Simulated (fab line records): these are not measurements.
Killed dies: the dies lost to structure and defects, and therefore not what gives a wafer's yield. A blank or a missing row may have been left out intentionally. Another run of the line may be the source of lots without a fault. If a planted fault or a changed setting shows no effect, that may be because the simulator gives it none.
Which tool is to blame? :: flow gf180mcu :: 13 lots, 38 wafers sampled, at 5 steps of a route of 602

## WHAT EACH GAUGE READ, for each wafer
GF_NWELL_OVL_MEAS_07.
lot: L608
measured: day 3 09:58
on: overlay-01
NWELL_OVL (nm): 0.8 0.1 0.0

lot: L609
measured: day 3 11:52
on: overlay-02
NWELL_OVL (nm): 1.4 3.8 3.1

lot: L610
measured: day 3 19:36
on: overlay-01
NWELL_OVL (nm): -0.7 0.3 0.5

lot: L611
measured: day 3 23:41
on: overlay-01
NWELL_OVL (nm): -1.2 -3.1 -2.7

lot: L612
measured: day 4 04:43
on: overlay-02
NWELL_OVL (nm): 0.4 1.7 2.3

lot: L618
measured: day 5 18:13
on: overlay-02
NWELL_OVL (nm): 1.8 -2.6

lot: L621
measured: day 6 14:02
on: overlay-01
NWELL_OVL (nm): 1.7 1.2 0.1

lot: L624
measured: day 7 06:20
on: overlay-01
NWELL_OVL (nm): 1.1 -0.2 1.6

lot: L625
measured: day 7 07:14
on: overlay-02
NWELL_OVL (nm): 0.4 -1.7 0.6

lot: L627
measured: day 7 15:28
on: overlay-02
NWELL_OVL (nm): 0.1 0.0 2.1

lot: L629
measured: day 8 01:01
on: overlay-01
NWELL_OVL (nm): 1.2 1.4 1.9

lot: L630
measured: day 8 07:28
on: overlay-01
NWELL_OVL (nm): 0.9 1.4 -0.1

lot: L631
measured: day 8 15:55
on: overlay-01
NWELL_OVL (nm): -1.4 -0.7 -0.7

GF_NWELL_TW_MEAS_11.
lot: L608
measured: day 3 10:24
on: film-metro-01
NWELL_TW: 1576 1582 1578

lot: L609
measured: day 3 12:18
on: film-metro-02
NWELL_TW: 1583 1576 1584

lot: L610
measured: day 3 20:02
on: film-metro-01
NWELL_TW: 1573 1574 1578

lot: L611
measured: day 4 00:07
on: film-metro-02
NWELL_TW: 1568 1571 1569

lot: L612
measured: day 4 05:10
on: film-metro-04
NWELL_TW: 1594 1596 1584

lot: L618
measured: day 5 18:40
on: film-metro-04
NWELL_TW: 1583 1586

lot: L621
measured: day 6 18:56
on: film-metro-04
NWELL_TW: 1568 1571 1572

lot: L624
measured: day 7 06:49
on: film-metro-01
NWELL_TW: 1579 1576 1578

lot: L625
measured: day 7 07:41
on: film-metro-01
NWELL_TW: 1581 1581 1584

lot: L627
measured: day 7 15:54
on: film-metro-02
NWELL_TW: 1567 1567 1559

lot: L629
measured: day 8 01:27
on: film-metro-01
NWELL_TW: 1580 1577 1578

lot: L630
measured: day 8 07:54
on: film-metro-04
NWELL_TW: 1567 1575 1583

lot: L631
measured: day 8 16:22
on: film-metro-04
NWELL_TW: 1584 1581 1576

## WHAT TOOL EACH LOT RAN ON (gives the tool, then ch and the chambers of the sampled wafers, and finally the start)
lot: L608
GF_STI_ETCH_13: rie-diel-01 ch 1,3, day 2 04:25
GF_STI_STRIP_15: plasma-asher-03 ch 1, day 2 04:34
GF_DNWELL_STRIP_08: plasma-asher-03 ch 0,1, day 2 20:26

lot: L609
GF_STI_ETCH_13: rie-diel-03 ch 1,2,3, day 2 06:19
GF_STI_STRIP_15: plasma-asher-03 ch 0,1, day 2 06:28
GF_DNWELL_STRIP_08: plasma-asher-03 ch 0,1, day 2 23:17

lot: L610
GF_STI_ETCH_13: rie-diel-03 ch 0,2,3, day 2 13:50
GF_STI_STRIP_15: plasma-asher-04 ch 0,1, day 2 13:59
GF_DNWELL_STRIP_08: plasma-asher-02 ch 0,1, day 3 06:32

lot: L611
GF_STI_ETCH_13: rie-diel-03 ch 0,1, day 2 17:36
GF_STI_STRIP_15: plasma-asher-04 ch 0,1, day 2 17:45
GF_DNWELL_STRIP_08: plasma-asher-03 ch 0,1, day 3 10:35

lot: L612
GF_STI_ETCH_13: rie-diel-03 ch 0,1, day 2 21:43
GF_STI_STRIP_15: plasma-asher-02 ch 0,1, day 2 21:52
GF_DNWELL_STRIP_08: plasma-asher-02 ch 0,1, day 3 15:56

lot: L618
GF_STI_ETCH_13: rie-diel-03 ch 1,3, day 4 05:10
GF_STI_STRIP_15: plasma-asher-02 ch 0,1, day 4 05:21
GF_DNWELL_STRIP_08: plasma-asher-02 ch 0,1, day 5 04:04

lot: L621
GF_STI_ETCH_13: rie-diel-04 ch 0,1,3, day 4 23:37
GF_STI_STRIP_15: plasma-asher-04 ch 0,1, day 4 23:46
GF_DNWELL_STRIP_08: plasma-asher-03 ch 0,1, day 5 23:07

lot: L624
GF_STI_ETCH_13: rie-diel-04 ch 0,1,2, day 5 19:49
GF_STI_STRIP_15: plasma-asher-03 ch 0,1, day 5 20:00
GF_DNWELL_STRIP_08: plasma-asher-02 ch 0,1, day 6 14:29

lot: L625
GF_STI_ETCH_13: rie-diel-01 ch 0,1, day 5 20:35
GF_STI_STRIP_15: plasma-asher-03 ch 0,1, day 5 20:44
GF_DNWELL_STRIP_08: plasma-asher-01 ch 0,1, day 6 16:22

lot: L627
GF_STI_ETCH_13: rie-diel-04 ch 0,3, day 6 04:07
GF_STI_STRIP_15: plasma-asher-04 ch 0,1, day 6 04:18
GF_DNWELL_STRIP_08: plasma-asher-03 ch 0,1, day 7 00:00

lot: L629
GF_STI_ETCH_13: rie-diel-04 ch 1,2,3, day 6 14:04
GF_STI_STRIP_15: plasma-asher-03 ch 0,1, day 6 14:13
GF_DNWELL_STRIP_08: plasma-asher-01 ch 0,1, day 7 09:37

lot: L630
GF_STI_ETCH_13: rie-diel-04 ch 0,3, day 6 18:42
GF_STI_STRIP_15: plasma-asher-02 ch 0,1, day 6 18:51
GF_DNWELL_STRIP_08: plasma-asher-03 ch 0, day 7 15:14

lot: L631
GF_STI_ETCH_13: rie-diel-04 ch 0,1,3, day 7 00:54
GF_STI_STRIP_15: plasma-asher-04 ch 0,1, day 7 01:03
GF_DNWELL_STRIP_08: plasma-asher-01 ch 0,1, day 7 23:17
- GF_STI_ETCH_13: etches the open film in CHF3/O2, stops on Si, target depth 282.31 nm, time 112.9 s.
- GF_STI_STRIP_15: strips in O2/N2.
- GF_DNWELL_STRIP_08: strips in O2/N2.

## WHAT THE TOOLS THEMSELVES READ (means of the sampled wafers that have a number; where no wafer has one, the mark that the record gives instead)
GF_STI_ETCH_13.
lot: L608
tool: rie-diel-01
drypump-motor-current-A (A): 5.8
oes-product-au (a.u.): 0.825
throttle-valve-pct (%): 8.816

lot: L609
tool: rie-diel-03
drypump-motor-current-A (A): 5.5
oes-product-au (a.u.): 0.823
throttle-valve-pct (%): 8.811

lot: L610
tool: rie-diel-03
drypump-motor-current-A (A): 5.8
oes-product-au (a.u.): 0.834
throttle-valve-pct (%): 8.814

lot: L611
tool: rie-diel-03
drypump-motor-current-A (A): 5.8
oes-product-au (a.u.): 0.836
throttle-valve-pct (%): 8.811

lot: L612
tool: rie-diel-03
drypump-motor-current-A (A): 5.8
oes-product-au (a.u.): 0.837
throttle-valve-pct (%): 8.810

lot: L618
tool: rie-diel-03
drypump-motor-current-A (A): 5.4
oes-product-au (a.u.): 0.827
throttle-valve-pct (%): 8.820

lot: L621
tool: rie-diel-04
drypump-motor-current-A (A): 5.3
oes-product-au (a.u.): 0.828
throttle-valve-pct (%): 8.812

lot: L624
tool: rie-diel-04
drypump-motor-current-A (A): 5.7
oes-product-au (a.u.): 0.827
throttle-valve-pct (%): 8.805

lot: L625
tool: rie-diel-01
drypump-motor-current-A (A): 5.6
oes-product-au (a.u.): 0.826
throttle-valve-pct (%): 8.802

lot: L627
tool: rie-diel-04
drypump-motor-current-A (A): 5.3
oes-product-au (a.u.): 0.834
throttle-valve-pct (%): 8.822

lot: L629
tool: rie-diel-04
drypump-motor-current-A (A): 5.5
oes-product-au (a.u.): 0.830
throttle-valve-pct (%): 8.806

lot: L630
tool: rie-diel-04
drypump-motor-current-A (A): 5.3
oes-product-au (a.u.): 0.841
throttle-valve-pct (%): 8.815

lot: L631
tool: rie-diel-04
drypump-motor-current-A (A): 5.3
oes-product-au (a.u.): 0.841
throttle-valve-pct (%): 8.817

GF_STI_STRIP_15.
lot: L608
tool: plasma-asher-03
drypump-motor-current-A (A): 4.8
heater-power-w (W): 367
oes-product-au (a.u.): 0.384
strip-time-to-endpoint-s (s): 3.73

lot: L609
tool: plasma-asher-03
drypump-motor-current-A (A): 4.8
heater-power-w (W): 389
oes-product-au (a.u.): 0.381
strip-time-to-endpoint-s (s): 3.69

lot: L610
tool: plasma-asher-04
drypump-motor-current-A (A): 5.2
heater-power-w (W): 307
oes-product-au (a.u.): 0.380
strip-time-to-endpoint-s (s): 3.76

lot: L611
tool: plasma-asher-04
drypump-motor-current-A (A): 5.3
heater-power-w (W): 310
oes-product-au (a.u.): 0.366
strip-time-to-endpoint-s (s): 3.33

lot: L612
tool: plasma-asher-02
drypump-motor-current-A (A): 6.4
heater-power-w (W): 328
oes-product-au (a.u.): 0.363
strip-time-to-endpoint-s (s): 3.05

lot: L618
tool: plasma-asher-02
drypump-motor-current-A (A): 6.3
heater-power-w (W): 323
oes-product-au (a.u.): 0.368
strip-time-to-endpoint-s (s): 3.20

lot: L621
tool: plasma-asher-04
drypump-motor-current-A (A): 5.2
heater-power-w (W): 301
oes-product-au (a.u.): 0.386
strip-time-to-endpoint-s (s): 3.75

lot: L624
tool: plasma-asher-03
drypump-motor-current-A (A): 4.8
heater-power-w (W): 377
oes-product-au (a.u.): 0.383
strip-time-to-endpoint-s (s): 3.76

lot: L625
tool: plasma-asher-03
drypump-motor-current-A (A): 4.8
heater-power-w (W): 391
oes-product-au (a.u.): 0.387
strip-time-to-endpoint-s (s): 3.74

lot: L627
tool: plasma-asher-04
drypump-motor-current-A (A): 5.3
heater-power-w (W): 306
oes-product-au (a.u.): 0.387
strip-time-to-endpoint-s (s): 3.77

lot: L629
tool: plasma-asher-03
drypump-motor-current-A (A): 4.8
heater-power-w (W): 373
oes-product-au (a.u.): 0.387
strip-time-to-endpoint-s (s): 3.74

lot: L630
tool: plasma-asher-02
drypump-motor-current-A (A): 6.4
heater-power-w (W): 343
oes-product-au (a.u.): 0.382
strip-time-to-endpoint-s (s): 3.75

lot: L631
tool: plasma-asher-04
drypump-motor-current-A (A): 5.2
heater-power-w (W): 305
oes-product-au (a.u.): 0.385
strip-time-to-endpoint-s (s): 3.79

GF_DNWELL_STRIP_08.
lot: L608
tool: plasma-asher-03
drypump-motor-current-A (A): 4.8
heater-power-w (W): 376
oes-product-au (a.u.): 0.723
strip-time-to-endpoint-s (s): 37.04

lot: L609
tool: plasma-asher-03
drypump-motor-current-A (A): 4.8
heater-power-w (W): 376
oes-product-au (a.u.): 0.721
strip-time-to-endpoint-s (s): 37.05

lot: L610
tool: plasma-asher-02
drypump-motor-current-A (A): 6.3
heater-power-w (W): 324
oes-product-au (a.u.): 0.725
strip-time-to-endpoint-s (s): 36.84

lot: L611
tool: plasma-asher-03
drypump-motor-current-A (A): 4.8
heater-power-w (W): 375
oes-product-au (a.u.): 0.721
strip-time-to-endpoint-s (s): 37.11

lot: L612
tool: plasma-asher-02
drypump-motor-current-A (A): 6.3
heater-power-w (W): 322
oes-product-au (a.u.): 0.721
strip-time-to-endpoint-s (s): 37.05

lot: L618
tool: plasma-asher-02
drypump-motor-current-A (A): 6.3
heater-power-w (W): 322
oes-product-au (a.u.): 0.722
strip-time-to-endpoint-s (s): 36.84

lot: L621
tool: plasma-asher-03
drypump-motor-current-A (A): 4.8
heater-power-w (W): 379
oes-product-au (a.u.): 0.719
strip-time-to-endpoint-s (s): 36.94

lot: L624
tool: plasma-asher-02
drypump-motor-current-A (A): 6.3
heater-power-w (W): 341
oes-product-au (a.u.): 0.720
strip-time-to-endpoint-s (s): 37.07

lot: L625
tool: plasma-asher-01
drypump-motor-current-A (A): 5.6
heater-power-w (W): 366
oes-product-au (a.u.): 0.721
strip-time-to-endpoint-s (s): 37.06

lot: L627
tool: plasma-asher-03
drypump-motor-current-A (A): 4.8
heater-power-w (W): 383
oes-product-au (a.u.): 0.719
strip-time-to-endpoint-s (s): 36.90

lot: L629
tool: plasma-asher-01
drypump-motor-current-A (A): 5.6
heater-power-w (W): 334
oes-product-au (a.u.): 0.725
strip-time-to-endpoint-s (s): 37.04

lot: L630
tool: plasma-asher-03
drypump-motor-current-A (A): 4.8
heater-power-w (W): 394
oes-product-au (a.u.): 0.724
strip-time-to-endpoint-s (s): 37.15

lot: L631
tool: plasma-asher-01
drypump-motor-current-A (A): 5.6
heater-power-w (W): 334
oes-product-au (a.u.): 0.722
strip-time-to-endpoint-s (s): 36.96

## THE ANSWER, worked out from the rows above alone
Rule: the usual values come from the lots themselves. Put in order of their means at a reading, lots are off if they are a third of the lots or fewer, leave a main group of 4 or more, and stand apart from it by a gap of 3 or more times the standard deviation of the main group's means; of several such gaps the widest counts. The tables above print the reading to a certain number of digits; a main group whose means all agree to those digits is not used. Also off: a lot with no number at a reading for which 4 or more lots have one. All remaining lots with rows at the step are treated as sound. After the gauges, taken in route order, come the tools' own readings; for these a lot's mean is taken, as printed above. The first step at which some lot is off is used, and at that step the reading that is off furthest; a lot without a number counts as furthest.
Off, at GF_STI_STRIP_15 on strip-time-to-endpoint-s: L611, L612, L618. The main group: mean 3.75 s, standard deviation 0.025.
If a tool, at that step or one of the process steps before it, ran each lot that is off and ran no sound lot following the first of them, it fits. One fits: GF_STI_ETCH_13 on rie-diel-03. Its last sound lot is L610 (day 2 13:50), its first lot that is off L611 (day 2 17:36): a fault that began between those two fits.

## WHAT THE SIMULATOR HAD INSERTED
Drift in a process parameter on rie-diel-03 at GF_STI_ETCH_13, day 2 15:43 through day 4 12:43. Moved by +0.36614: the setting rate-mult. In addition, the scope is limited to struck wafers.
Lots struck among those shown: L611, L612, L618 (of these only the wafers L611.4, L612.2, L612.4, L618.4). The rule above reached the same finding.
